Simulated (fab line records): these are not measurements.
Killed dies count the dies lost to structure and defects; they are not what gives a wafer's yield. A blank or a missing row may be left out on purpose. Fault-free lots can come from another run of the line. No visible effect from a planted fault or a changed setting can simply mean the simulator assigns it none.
What tool caused it? :: flow sky130 :: 15 lots, 45 wafers sampled, at 6 steps of a route of 708

WHAT EACH GAUGE READ, for each wafer
SKY_VIA1_THK_MEAS_01.
lot: L380
measured: day 32 17:06
on: film-metro-02
VIA1_HDPCVD_THK (nm): 1044 1039 1023

lot: L381
measured: day 32 20:27
on: film-metro-04
VIA1_HDPCVD_THK (nm): 1025 1018 1027

lot: L382
measured: day 33 15:22
on: film-metro-04
VIA1_HDPCVD_THK (nm): 1043 1024 1056

lot: L383
measured: day 33 16:46
on: film-metro-04
VIA1_HDPCVD_THK (nm): 1020 1025 1020

lot: L395
measured: day 37 21:32
on: film-metro-03
VIA1_HDPCVD_THK (nm): 1033 1043 1040

lot: L397
measured: day 38 10:46
on: film-metro-02
VIA1_HDPCVD_THK (nm): 1036 1044 1044

lot: L398
measured: day 38 16:03
on: film-metro-02
VIA1_HDPCVD_THK (nm): 1045 1023 1059

lot: L399
measured: day 38 19:02
on: film-metro-04
VIA1_HDPCVD_THK (nm): 1037 1036 1027

lot: L400
measured: day 38 21:46
on: film-metro-02
VIA1_HDPCVD_THK (nm): 1045 1042 1031

lot: L401
measured: day 39 03:40
on: film-metro-03
VIA1_HDPCVD_THK (nm): 1013 1021 1036

lot: L402
measured: day 39 15:44
on: film-metro-02
VIA1_HDPCVD_THK (nm): 1029 1044 1061

lot: L403
measured: day 40 06:13
on: film-metro-04
VIA1_HDPCVD_THK (nm): 1032 1044 1034

SKY_VIA1_BOW_MEAS_03.
lot: L380
measured: day 32 17:28
on: film-metro-03
VIA1_BOW (um): 98 81 79

lot: L381
measured: day 32 20:50
on: film-metro-02
VIA1_BOW (um): 77 90 87

lot: L382
measured: day 33 15:44
on: film-metro-02
VIA1_BOW (um): 79 89 78

lot: L383
measured: day 33 17:08
on: film-metro-02
VIA1_BOW (um): 85 82 82

lot: L395
measured: day 37 21:53
on: film-metro-02
VIA1_BOW (um): 85 76 85

lot: L397
measured: day 38 11:11
on: film-metro-04
VIA1_BOW (um): 76 87 91

lot: L398
measured: day 38 16:26
on: film-metro-02
VIA1_BOW (um): 83 77 61

lot: L399
measured: day 38 19:23
on: film-metro-02
VIA1_BOW (um): 75 74 74

lot: L400
measured: day 38 22:07
on: film-metro-03
VIA1_BOW (um): 78 78 78

lot: L401
measured: day 39 04:01
on: film-metro-02
VIA1_BOW (um): 96 80 76

lot: L402
measured: day 39 16:15
on: film-metro-04
VIA1_BOW (um): 69 69 72

lot: L403
measured: day 40 06:35
on: film-metro-02
VIA1_BOW (um): 82 77 82

TOOL THAT RAN EACH LOT (tool first, then ch and the chambers of the sampled wafers, then the start)
lot: L380
SKY_METAL1_SPUTTER_01: pvd-sputter-03, day 31 12:08
SKY_METAL1_ETCH_18: rie-metal-03 ch 0,1, day 32 16:10
SKY_METAL1_METAL_ETCH_19: rie-metal-03 ch 0,1, day 32 16:14
SKY_METAL1_STRIP_20: plasma-asher-04 ch 0,1, day 32 16:19

lot: L381
SKY_METAL1_SPUTTER_01: pvd-sputter-01, day 31 16:36
SKY_METAL1_ETCH_18: rie-metal-04 ch 0,1, day 32 19:34
SKY_METAL1_METAL_ETCH_19: rie-metal-04 ch 0,1, day 32 19:38
SKY_METAL1_STRIP_20: plasma-asher-04 ch 0,1, day 32 19:44

lot: L382
SKY_METAL1_SPUTTER_01: pvd-sputter-02, day 32 11:05
SKY_METAL1_ETCH_18: rie-metal-03 ch 0,1, day 33 14:29
SKY_METAL1_METAL_ETCH_19: rie-metal-03 ch 0,1, day 33 14:34
SKY_METAL1_STRIP_20: plasma-asher-04 ch 0,1, day 33 14:40

lot: L383
SKY_METAL1_SPUTTER_01: pvd-sputter-01, day 32 13:29
SKY_METAL1_ETCH_18: rie-metal-03 ch 0,1, day 33 15:54
SKY_METAL1_METAL_ETCH_19: rie-metal-03 ch 0,1, day 33 15:58
SKY_METAL1_STRIP_20: plasma-asher-04 ch 0,1, day 33 16:03

lot: L384
SKY_METAL1_SPUTTER_01: pvd-sputter-01, day 33 10:56
SKY_METAL1_ETCH_18: rie-metal-04 ch 0,1, day 34 14:13
SKY_METAL1_METAL_ETCH_19: rie-metal-04 ch 0,1, day 34 14:17
SKY_METAL1_STRIP_20: plasma-asher-02 ch 0, day 34 14:22

lot: L385
SKY_METAL1_SPUTTER_01: pvd-sputter-02, day 33 13:56
SKY_METAL1_ETCH_18: rie-metal-03 ch 0,1, day 34 17:06
SKY_METAL1_METAL_ETCH_19: rie-metal-03 ch 0,1, day 34 17:10
SKY_METAL1_STRIP_20: plasma-asher-04 ch 0,1, day 34 17:16

lot: L386
SKY_METAL1_SPUTTER_01: pvd-sputter-02, day 33 17:26
SKY_METAL1_ETCH_18: rie-metal-01 ch 0,1, day 34 20:58
SKY_METAL1_METAL_ETCH_19: rie-metal-01 ch 0,1, day 34 21:02
SKY_METAL1_STRIP_20: plasma-asher-04 ch 0,1, day 34 21:07

lot: L395
SKY_METAL1_SPUTTER_01: pvd-sputter-03, day 36 18:38
SKY_METAL1_ETCH_18: rie-metal-01 ch 0,1, day 37 20:40
SKY_METAL1_METAL_ETCH_19: rie-metal-01 ch 0,1, day 37 20:44
SKY_METAL1_STRIP_20: plasma-asher-02 ch 0,1, day 37 20:49

lot: L397
SKY_METAL1_SPUTTER_01: pvd-sputter-02, day 37 07:29
SKY_METAL1_ETCH_18: rie-metal-03 ch 0, day 38 09:52
SKY_METAL1_METAL_ETCH_19: rie-metal-03 ch 0, day 38 09:56
SKY_METAL1_STRIP_20: plasma-asher-03 ch 0,1, day 38 10:01

lot: L398
SKY_METAL1_SPUTTER_01: pvd-sputter-02, day 37 13:01
SKY_METAL1_ETCH_18: rie-metal-04 ch 0,1, day 38 15:11
SKY_METAL1_METAL_ETCH_19: rie-metal-04 ch 0,1, day 38 15:16
SKY_METAL1_STRIP_20: plasma-asher-03 ch 0,1, day 38 15:22

lot: L399
SKY_METAL1_SPUTTER_01: pvd-sputter-01, day 37 16:21
SKY_METAL1_ETCH_18: rie-metal-03 ch 0,1, day 38 18:10
SKY_METAL1_METAL_ETCH_19: rie-metal-03 ch 0,1, day 38 18:14
SKY_METAL1_STRIP_20: plasma-asher-04 ch 0,1, day 38 18:19

lot: L400
SKY_METAL1_SPUTTER_01: pvd-sputter-02, day 37 18:45
SKY_METAL1_ETCH_18: rie-metal-03 ch 0,1, day 38 20:54
SKY_METAL1_METAL_ETCH_19: rie-metal-03 ch 0,1, day 38 20:58
SKY_METAL1_STRIP_20: plasma-asher-03 ch 0,1, day 38 21:03

lot: L401
SKY_METAL1_SPUTTER_01: pvd-sputter-02, day 38 01:23
SKY_METAL1_ETCH_18: rie-metal-01 ch 0,1, day 39 02:48
SKY_METAL1_METAL_ETCH_19: rie-metal-01 ch 0,1, day 39 02:52
SKY_METAL1_STRIP_20: plasma-asher-02 ch 0,1, day 39 02:57

lot: L402
SKY_METAL1_SPUTTER_01: pvd-sputter-02, day 38 13:57
SKY_METAL1_ETCH_18: rie-metal-01 ch 0,1, day 39 14:52
SKY_METAL1_METAL_ETCH_19: rie-metal-01 ch 0,1, day 39 14:56
SKY_METAL1_STRIP_20: plasma-asher-02 ch 0,1, day 39 15:01

lot: L403
SKY_METAL1_SPUTTER_01: pvd-sputter-01, day 39 05:08
SKY_METAL1_ETCH_18: rie-metal-01 ch 0,1, day 40 05:21
SKY_METAL1_METAL_ETCH_19: rie-metal-01 ch 0,1, day 40 05:25
SKY_METAL1_STRIP_20: plasma-asher-02 ch 0,1, day 40 05:30
- SKY_METAL1_SPUTTER_01: material TiN, target thk 20 nm, time 16.7 s.
- SKY_METAL1_ETCH_18: etches BARC in N2/H2, stops on SiO2, time 45.9 s, target depth 60 nm.
- SKY_METAL1_METAL_ETCH_19: etches the open film in Cl2/BCl3, stops on SiO2, target depth 360 nm, time 78 s.
- SKY_METAL1_STRIP_20: strips in O2/N2.

WHAT THE TOOLS THEMSELVES READ (means of the sampled wafers that have a number; where no wafer has one, the mark that the record gives instead)
SKY_METAL1_SPUTTER_01.
lot: L380
tool: pvd-sputter-03
throttle-valve-pct (%): 30.7

lot: L381
tool: pvd-sputter-01
throttle-valve-pct (%): 30.1

lot: L382
tool: pvd-sputter-02
throttle-valve-pct (%): 29.7

lot: L383
tool: pvd-sputter-01
throttle-valve-pct (%): 31.4

lot: L384
tool: pvd-sputter-01
throttle-valve-pct (%): 30.5

lot: L385
tool: pvd-sputter-02
throttle-valve-pct (%): 30.1

lot: L386
tool: pvd-sputter-02
throttle-valve-pct (%): 29.9

lot: L395
tool: pvd-sputter-03
throttle-valve-pct (%): 30.8

lot: L397
tool: pvd-sputter-02
throttle-valve-pct (%): 30.4

lot: L398
tool: pvd-sputter-02
throttle-valve-pct (%): 29.6

lot: L399
tool: pvd-sputter-01
throttle-valve-pct (%): 31.9

lot: L400
tool: pvd-sputter-02
throttle-valve-pct (%): 29.1

lot: L401
tool: pvd-sputter-02
throttle-valve-pct (%): 30.0

lot: L402
tool: pvd-sputter-02
throttle-valve-pct (%): 29.5

lot: L403
tool: pvd-sputter-01
throttle-valve-pct (%): 31.8

SKY_METAL1_ETCH_18.
lot: L380
tool: rie-metal-03
bias-w (W): 100.3
chamber-pressure-mTorr (mTorr): 30.01
drypump-motor-current-A (A): 6.18
oes-product-au (a.u.): 0.853
throttle-valve-pct (%): 13.221

lot: L381
tool: rie-metal-04
bias-w (W): 100.2
chamber-pressure-mTorr (mTorr): 30.03
drypump-motor-current-A (A): 6.41
oes-product-au (a.u.): 0.854
throttle-valve-pct (%): 13.222

lot: L382
tool: rie-metal-03
bias-w (W): 100.1
chamber-pressure-mTorr (mTorr): 30.00
drypump-motor-current-A (A): 6.12
oes-product-au (a.u.): 0.857
throttle-valve-pct (%): 13.225

lot: L383
tool: rie-metal-03
bias-w (W): 99.9
chamber-pressure-mTorr (mTorr): 30.01
drypump-motor-current-A (A): 6.14
oes-product-au (a.u.): 0.854
throttle-valve-pct (%): 13.222

lot: L384
tool: rie-metal-04
bias-w (W): -
chamber-pressure-mTorr (mTorr): -
drypump-motor-current-A (A): -
oes-product-au (a.u.): -
throttle-valve-pct (%): -

lot: L385
tool: rie-metal-03
bias-w (W): -
chamber-pressure-mTorr (mTorr): -
drypump-motor-current-A (A): -
oes-product-au (a.u.): -
throttle-valve-pct (%): -

lot: L386
tool: rie-metal-01
bias-w (W): -
chamber-pressure-mTorr (mTorr): -
drypump-motor-current-A (A): -
oes-product-au (a.u.): -
throttle-valve-pct (%): -

lot: L395
tool: rie-metal-01
bias-w (W): 100.1
chamber-pressure-mTorr (mTorr): 30.02
drypump-motor-current-A (A): 6.06
oes-product-au (a.u.): 0.852
throttle-valve-pct (%): 13.226

lot: L397
tool: rie-metal-03
bias-w (W): 99.8
chamber-pressure-mTorr (mTorr): 29.99
drypump-motor-current-A (A): 6.04
oes-product-au (a.u.): 0.854
throttle-valve-pct (%): 13.221

lot: L398
tool: rie-metal-04
bias-w (W): 100.1
chamber-pressure-mTorr (mTorr): 30.00
drypump-motor-current-A (A): 6.41
oes-product-au (a.u.): 0.855
throttle-valve-pct (%): 13.233

lot: L399
tool: rie-metal-03
bias-w (W): 100.0
chamber-pressure-mTorr (mTorr): 29.99
drypump-motor-current-A (A): 6.10
oes-product-au (a.u.): 0.849
throttle-valve-pct (%): 13.223

lot: L400
tool: rie-metal-03
bias-w (W): 99.8
chamber-pressure-mTorr (mTorr): 30.00
drypump-motor-current-A (A): 6.19
oes-product-au (a.u.): 0.854
throttle-valve-pct (%): 13.233

lot: L401
tool: rie-metal-01
bias-w (W): 99.8
chamber-pressure-mTorr (mTorr): 29.98
drypump-motor-current-A (A): 6.06
oes-product-au (a.u.): 0.854
throttle-valve-pct (%): 13.231

lot: L402
tool: rie-metal-01
bias-w (W): 99.8
chamber-pressure-mTorr (mTorr): 30.01
drypump-motor-current-A (A): 6.02
oes-product-au (a.u.): 0.854
throttle-valve-pct (%): 13.228

lot: L403
tool: rie-metal-01
bias-w (W): 99.9
chamber-pressure-mTorr (mTorr): 30.01
drypump-motor-current-A (A): 6.02
oes-product-au (a.u.): 0.853
throttle-valve-pct (%): 13.224

SKY_METAL1_METAL_ETCH_19.
lot: L380
tool: rie-metal-03
bcl3-flow-sccm (sccm): 30.03
bias-w (W): 48.32
drypump-motor-current-A (A): 6.17
oes-product-au (a.u.): 0.862
throttle-valve-pct (%): 22.263

lot: L381
tool: rie-metal-04
bcl3-flow-sccm (sccm): 30.02
bias-w (W): 48.51
drypump-motor-current-A (A): 6.40
oes-product-au (a.u.): 0.854
throttle-valve-pct (%): 22.271

lot: L382
tool: rie-metal-03
bcl3-flow-sccm (sccm): 30.04
bias-w (W): 48.48
drypump-motor-current-A (A): 6.10
oes-product-au (a.u.): 0.859
throttle-valve-pct (%): 22.275

lot: L383
tool: rie-metal-03
bcl3-flow-sccm (sccm): 30.06
bias-w (W): 48.44
drypump-motor-current-A (A): 6.17
oes-product-au (a.u.): 0.846
throttle-valve-pct (%): 22.269

lot: L384
tool: rie-metal-04
bcl3-flow-sccm (sccm): 29.91
bias-w (W): 48.46
drypump-motor-current-A (A): 6.21
oes-product-au (a.u.): 0.376
throttle-valve-pct (%): 22.267

lot: L385
tool: rie-metal-03
bcl3-flow-sccm (sccm): 29.92
bias-w (W): 48.63
drypump-motor-current-A (A): 6.07
oes-product-au (a.u.): 0.373
throttle-valve-pct (%): 22.269

lot: L386
tool: rie-metal-01
bcl3-flow-sccm (sccm): 30.08
bias-w (W): 48.59
drypump-motor-current-A (A): 6.03
oes-product-au (a.u.): 0.376
throttle-valve-pct (%): 22.261

lot: L395
tool: rie-metal-01
bcl3-flow-sccm (sccm): 29.95
bias-w (W): 48.38
drypump-motor-current-A (A): 6.05
oes-product-au (a.u.): 0.852
throttle-valve-pct (%): 22.263

lot: L397
tool: rie-metal-03
bcl3-flow-sccm (sccm): 30.04
bias-w (W): 48.52
drypump-motor-current-A (A): 6.03
oes-product-au (a.u.): 0.853
throttle-valve-pct (%): 22.262

lot: L398
tool: rie-metal-04
bcl3-flow-sccm (sccm): 30.02
bias-w (W): 48.68
drypump-motor-current-A (A): 6.41
oes-product-au (a.u.): 0.863
throttle-valve-pct (%): 22.256

lot: L399
tool: rie-metal-03
bcl3-flow-sccm (sccm): 30.10
bias-w (W): 48.62
drypump-motor-current-A (A): 6.10
oes-product-au (a.u.): 0.856
throttle-valve-pct (%): 22.270

lot: L400
tool: rie-metal-03
bcl3-flow-sccm (sccm): 30.01
bias-w (W): 48.62
drypump-motor-current-A (A): 6.18
oes-product-au (a.u.): 0.855
throttle-valve-pct (%): 22.275

lot: L401
tool: rie-metal-01
bcl3-flow-sccm (sccm): 30.05
bias-w (W): 48.32
drypump-motor-current-A (A): 6.07
oes-product-au (a.u.): 0.846
throttle-valve-pct (%): 22.268

lot: L402
tool: rie-metal-01
bcl3-flow-sccm (sccm): 30.01
bias-w (W): 48.41
drypump-motor-current-A (A): 6.02
oes-product-au (a.u.): 0.862
throttle-valve-pct (%): 22.261

lot: L403
tool: rie-metal-01
bcl3-flow-sccm (sccm): 29.93
bias-w (W): 48.57
drypump-motor-current-A (A): 6.02
oes-product-au (a.u.): 0.852
throttle-valve-pct (%): 22.254

SKY_METAL1_STRIP_20.
lot: L380
tool: plasma-asher-04
drypump-motor-current-A (A): 6.3
oes-product-au (a.u.): 0.341
strip-time-to-endpoint-s (s): 2.62

lot: L381
tool: plasma-asher-04
drypump-motor-current-A (A): 6.3
oes-product-au (a.u.): 0.343
strip-time-to-endpoint-s (s): 2.73

lot: L382
tool: plasma-asher-04
drypump-motor-current-A (A): 6.3
oes-product-au (a.u.): 0.348
strip-time-to-endpoint-s (s): 2.74

lot: L383
tool: plasma-asher-04
drypump-motor-current-A (A): 6.3
oes-product-au (a.u.): 0.342
strip-time-to-endpoint-s (s): 2.70

lot: L384
tool: plasma-asher-02
drypump-motor-current-A (A): 5.6
oes-product-au (a.u.): 0.365
strip-time-to-endpoint-s (s): 3.21

lot: L385
tool: plasma-asher-04
drypump-motor-current-A (A): 6.3
oes-product-au (a.u.): 0.359
strip-time-to-endpoint-s (s): 3.17

lot: L386
tool: plasma-asher-04
drypump-motor-current-A (A): 6.3
oes-product-au (a.u.): 0.359
strip-time-to-endpoint-s (s): 3.15

lot: L395
tool: plasma-asher-02
drypump-motor-current-A (A): 5.7
oes-product-au (a.u.): 0.344
strip-time-to-endpoint-s (s): 2.73

lot: L397
tool: plasma-asher-03
drypump-motor-current-A (A): 5.6
oes-product-au (a.u.): 0.347
strip-time-to-endpoint-s (s): 2.74

lot: L398
tool: plasma-asher-03
drypump-motor-current-A (A): 5.7
oes-product-au (a.u.): 0.342
strip-time-to-endpoint-s (s): 2.68

lot: L399
tool: plasma-asher-04
drypump-motor-current-A (A): 6.4
oes-product-au (a.u.): 0.341
strip-time-to-endpoint-s (s): 2.68

lot: L400
tool: plasma-asher-03
drypump-motor-current-A (A): 5.6
oes-product-au (a.u.): 0.341
strip-time-to-endpoint-s (s): 2.63

lot: L401
tool: plasma-asher-02
drypump-motor-current-A (A): 5.7
oes-product-au (a.u.): 0.341
strip-time-to-endpoint-s (s): 2.69

lot: L402
tool: plasma-asher-02
drypump-motor-current-A (A): 5.7
oes-product-au (a.u.): 0.344
strip-time-to-endpoint-s (s): 2.70

lot: L403
tool: plasma-asher-02
drypump-motor-current-A (A): 5.7
oes-product-au (a.u.): 0.345
strip-time-to-endpoint-s (s): 2.72

THE ANSWER, worked out from the rows above alone
Rule: usual is defined by the lots themselves. Put in order of their means at a reading, lots are off if they are a third of the lots or fewer, leave a main group of 4 or more, and stand apart from it by a gap of 3 or more times the standard deviation of the main group's means; of several such gaps the widest counts. Not used: any main group whose means are identical at the precision the tables above print for the reading. A lot without any number at a reading at which 4 lots or more have one is off too. The other lots that the step has rows for count as sound. The gauges are gone through in route order, then the tools' own readings, and for those a lot's mean is taken as printed above. At the first step where some lot is off, the reading lying furthest off is the one used; lots without a number count as furthest.
Off at SKY_METAL1_ETCH_18 (bias-w): L384, L385, L386. Without a number there: L384, L385, L386. Mean 100.0 W and standard deviation 0.17 in the main group.
If a tool, at that step or one of the process steps before it, ran each lot that is off and ran no sound lot following the first of them, it fits. Not one of the candidates tried fits.

WHAT THE SIMULATOR HAD INSERTED
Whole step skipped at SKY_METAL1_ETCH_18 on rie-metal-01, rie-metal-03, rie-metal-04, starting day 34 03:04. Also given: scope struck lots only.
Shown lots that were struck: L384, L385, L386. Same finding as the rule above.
